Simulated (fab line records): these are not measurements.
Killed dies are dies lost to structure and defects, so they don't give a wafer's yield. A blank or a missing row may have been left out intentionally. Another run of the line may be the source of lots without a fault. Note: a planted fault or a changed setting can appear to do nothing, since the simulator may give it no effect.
Lot-split experiment | flow gf180mcu | on a route of 602 steps: 5 lots, 23 wafers read

## SPLIT DETAILS
At GF_DUAL_GATE_COAT_06 (resist thk 1000 nm), the setting resist thk nm was moved away from the recipe's 1000 nm on 11 of the 23 wafers read, by -4.1% to +4.5%. The other wafers ran this setting at the recipe's value.

Reading taken at the split's own step.

## THE READING
NOVOLAK_of_DUAL_GATE_COAT_06.thk nm (the simulator's own value, which no gauge read), in nm, at GF_DUAL_GATE_COAT_06 (resist thk 1000 nm). No usual value for it is given in the file. The 12 wafers here that ran the recipe average 996.9 nm, standard deviation 2.3 nm.

wafer  | tool, chamber at the split | resist thk nm as run, nm | against the recipe | NOVOLAK_of_DUAL_GATE_COAT_06.thk nm, nm | against lot-mates on the recipe
L074.1 | litho track-01, 0          | 1044                     | +4.4%              | 1042                                    | +43.8
L074.3 | litho track-01, 0          | 1044                     | +4.4%              | 1042                                    | +43.8
L074.2 | litho track-01, 0          | 1000                     | recipe             | 998.7                                   | -
L074.4 | litho track-01, 0          | 1044                     | +4.4%              | 1043                                    | +44.8
L074.5 | litho track-01, 0          | 1000                     | recipe             | 997.7                                   | -
L075.2 | litho track-01, 0          | 965.9                    | -3.4%              | 962.9                                   | -32.9
L075.3 | litho track-01, 0          | 1000                     | recipe             | 997.8                                   | -
L075.4 | litho track-01, 0          | 965.9                    | -3.4%              | 960.8                                   | -35.0
L075.5 | litho track-01, 0          | 1000                     | recipe             | 995.5                                   | -
L075.6 | litho track-01, 0          | 1000                     | recipe             | 994                                     | -
L082.1 | litho track-01, 0          | 1045                     | +4.5%              | 1043                                    | +44.2
L082.2 | litho track-01, 0          | 1000                     | recipe             | 1000                                    | -
L082.3 | litho track-01, 0          | 1000                     | recipe             | 997.5                                   | -
L082.4 | litho track-01, 0          | 1045                     | +4.5%              | 1047                                    | +48.2
L082.5 | litho track-01, 0          | 1045                     | +4.5%              | 1045                                    | +46.2
L084.1 | litho track-03, 0          | 1000                     | recipe             | 992.2                                   | -
L084.2 | litho track-03, 0          | 958.7                    | -4.1%              | 953.4                                   | -39.8
L084.4 | litho track-03, 0          | 1000                     | recipe             | 994.1                                   | -
L084.5 | litho track-03, 0          | 958.7                    | -4.1%              | 952.2                                   | -41.0
L084.6 | litho track-03, 0          | 958.7                    | -4.1%              | 954.6                                   | -38.6
L085.1 | litho track-04, 0          | 1000                     | recipe             | 1000                                    | -
L085.3 | litho track-04, 0          | 1000                     | recipe             | 997.8                                   | -
L085.5 | litho track-04, 0          | 1000                     | recipe             | 996.9                                   | -

THE FIT
A straight line over all 23 wafers: NOVOLAK_of_DUAL_GATE_COAT_06.thk nm changes by +10.5 nm for each +1% of resist thk nm; r = +1.00; the points scatter about the line by 2 nm.
The same after taking each lot's own level away (the mean of its wafers on the recipe; 23 wafers): +9.97 nm for each +1%; r = +1.00; scatter 1.4 nm.
Per that fit: largest resist thk nm move, reading shift of 45 nm.
Across the lots, their own levels run from 993.15 to 998.75 nm, a range of 2.4 times the standard deviation given above.
The two slopes agree, so the slope changes little with the lot-to-lot level.
Check: with one of the wafers moved furthest among these (+4.5%) left out of the fit, the line predicts +45.5 nm for it against its lot-mates. Against them it came out at +44.2 nm.

## FURTHER SPLITS ON THESE WAFERS
Before the reading, these wafers also passed through other splits. Each is held against what the fit with the lots' levels taken away leaves over:
other split on the same wafers      | wafers away from the commonest value | r with NOVOLAK_of_DUAL_GATE_COAT_06.thk nm (lot level and that fit taken away)
GF_STI_OXIDATION_01 temp c          | 10                                   | +0.04
GF_NWELL_COAT_02 resist thk nm      | 10                                   | -0.05
GF_NWELL_IMPLANT_08 energy kev      | 10                                   | -0.21
GF_MVSD_IMPLANT_08 dose cm2         | 8                                    | -0.07
GF_MVPSD_IMPLANT_09 energy kev      | 10                                   | +0.03
GF_VT_IMPLANT_COAT_24 spin rpm      | 8                                    | -0.06
GF_VT_IMPLANT_IMPLANT_30 energy kev | 8                                    | -0.12

## THE WHOLE CHAIN: every reading that the file lists as answering this split, in the file's order
step                  | what it does       | reading                                                                              | change (the file's fit)              | r (the file's)
GF_DUAL_GATE_COAT_06  | resist thk 1000 nm | NOVOLAK_of_DUAL_GATE_COAT_06.thk nm (the simulator's own value, which no gauge read) | +10 nm for each +1% of the setting   | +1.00
GF_DUAL_GATE_STRIP_13 | strips in O2/N2    | strip time to endpoint s                                                             | withheld for each +1% of the setting | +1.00

## FILE'S OWN FIT
NOVOLAK_of_DUAL_GATE_COAT_06.thk nm changes by +10 nm for each +1% of resist thk nm, r = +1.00.
